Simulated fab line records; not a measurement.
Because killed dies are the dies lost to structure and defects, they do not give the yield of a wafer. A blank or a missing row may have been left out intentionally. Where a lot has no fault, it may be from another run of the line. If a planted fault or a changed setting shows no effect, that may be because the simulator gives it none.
A lot that was struck, set against a sound lot | flow sky130 | 17 out of 708 route steps
Sound: these wafers, L210.2, L210.3, L210.6. Wafers L217.2, L217.4, L217.5 were the ones struck. The cause is named last.
Per side, at each step with rows, come the tool, then ch with its chambers, and then its first start. Under that, the readings that differ: sound wafers | struck wafers | difference of the means | sigmas: that difference in standard deviations of wafers without a fault.
alike: words and numbers the same on both sides, and readings whose means are apart by under 2 such deviations; not compared: readings that were withheld, readings missing a value for some wafer, numbers with overlapping values and no deviation given by the record, and bounds like >300 which may hide the same value.
Wherever a step has rows on one side only, a row that says differs or no value, or a row with sigmas, the two part there. When numbers do not overlap yet have no deviation, they are printed without sigmas and do not part them. Lack of a reading on every wafer of one side parts them only where that side has two or more wafers.

first, 2 steps without rows for these wafers: SKY_CONTACT_PEB_12; SKY_CONTACT_DEVELOP_13 (develop time 60 s).
SKY_CONTACT_CD_MEAS_14: target cd 170 nm.
  sound on cdSem-02 at day 35 17:05; struck on cdSem-01 at day 37 17:26
  alike: cdNm
SKY_CONTACT_OVL_MEAS_15:
  sound on overlay-02 at day 35 17:12; struck on overlay-02 at day 37 17:33
  alike: CONTACT_OVL
SKY_CONTACT_ETCH_16: etches BARC in N2/H2, stops on SiO2, time 45.9 s, target depth 60 nm.
  sound on rieDiel-03 ch 0,2,3, day 35 17:14; struck on rieDiel-02 ch 2,3, day 37 17:35
  alike: drypumpMotorCurrentA, oesProductAu, throttleValvePct
  not compared: rfHoursCounterH
SKY_CONTACT_ETCH_17: etches SiO2 in C4F8/O2/Ar, stops on Si3N4, target depth 340 nm.
  sound on rieDiel-03 ch 0,2,3, day 35 17:16; struck on rieDiel-02 ch 2,3, day 37 17:37
  alike: oesProductAu
SKY_CONTACT_ETCH_18: etches Si3N4 in CHF3/O2, stops on TiN, time 39 s, target depth 75 nm.
  sound on rieDiel-03 ch 0,2,3; struck on rieDiel-02 ch 2,3
  alike: O2_flow_sccm, drypumpMotorCurrentA, oesProductAu, throttleValvePct
  not compared: rfHoursCounterH
then, 4 steps without rows for these wafers: SKY_CONTACT_STRIP_19 (strips in O2/N2); SKY_CONTACT_STRIP_20 (strips in post etch residue remover, time 1200 s); SKY_CONTACT_CLEAN_21 (cleans in IPA, time 180 s); SKY_CONTACT_CLEAN_22 (cleans in O3/DIW).
SKY_CONTACT_SPUTTER_23: material TiN, target thk 20 nm, time 80 s.
  sound on pvdSputter-03 at day 35 17:59; struck on pvdSputter-03 at day 37 18:20
  alike: chamberPressurePa, throttleValvePct
SKY_CONTACT_CVD_24: deposits W, target thk 340 nm, time 102.12 s.
  sound on cvdW-01 ch 0,1, day 35 18:02; struck on cvdW-01 ch 1, day 37 18:23
reading                              | sound             | struck            | difference | sigmas
model.W_of_CONTACT_CVD_24.thkNm (nm) | 337.1 339.7 339.6 | 301.2 297.7 300.1 | -39.1      | 
  alike: heaterPowerW
SKY_CONTACT_RS_MEAS_25: a four-point-probe measurement.
  sound on filmMetro-01 at day 35 18:10; struck on filmMetro-03 at day 37 18:31
reading               | sound             | struck            | difference | sigmas
CONTACT_W_RS (ohm/sq) | 0.340 0.337 0.337 | 0.382 0.386 0.384 | +0.046     | +13
SKY_CONTACT_THK_MEAS_26: measures by xrf.
  sound on filmMetro-01 at day 35 18:17; struck on filmMetro-03 at day 37 18:38
reading            | sound       | struck      | difference | sigmas
CONTACT_W_THK (nm) | 334 336 335 | 295 291 294 | -42        | -9
SKY_CONTACT_CMP_27: polishes, stops on SiO2, t overpolish 15 s, target thk 0 nm.
  sound on cmp-02 ch 0,2, day 35 18:20; struck on cmp-01 ch 1,2,3, day 37 18:41
  alike: edgeZonePressureFrac, motorCurrentA, timeToEndpointS
SKY_PAD_OPEN_PROBE_99:
  the record has rows for the sound wafers here (prober-01, day 48 23:19) and none for the struck ones

== WHERE THEY PART ==
First at SKY_CONTACT_RS_MEAS_25; last, within this record, at SKY_PAD_OPEN_PROBE_99.

WHY: the cause the simulator had injected
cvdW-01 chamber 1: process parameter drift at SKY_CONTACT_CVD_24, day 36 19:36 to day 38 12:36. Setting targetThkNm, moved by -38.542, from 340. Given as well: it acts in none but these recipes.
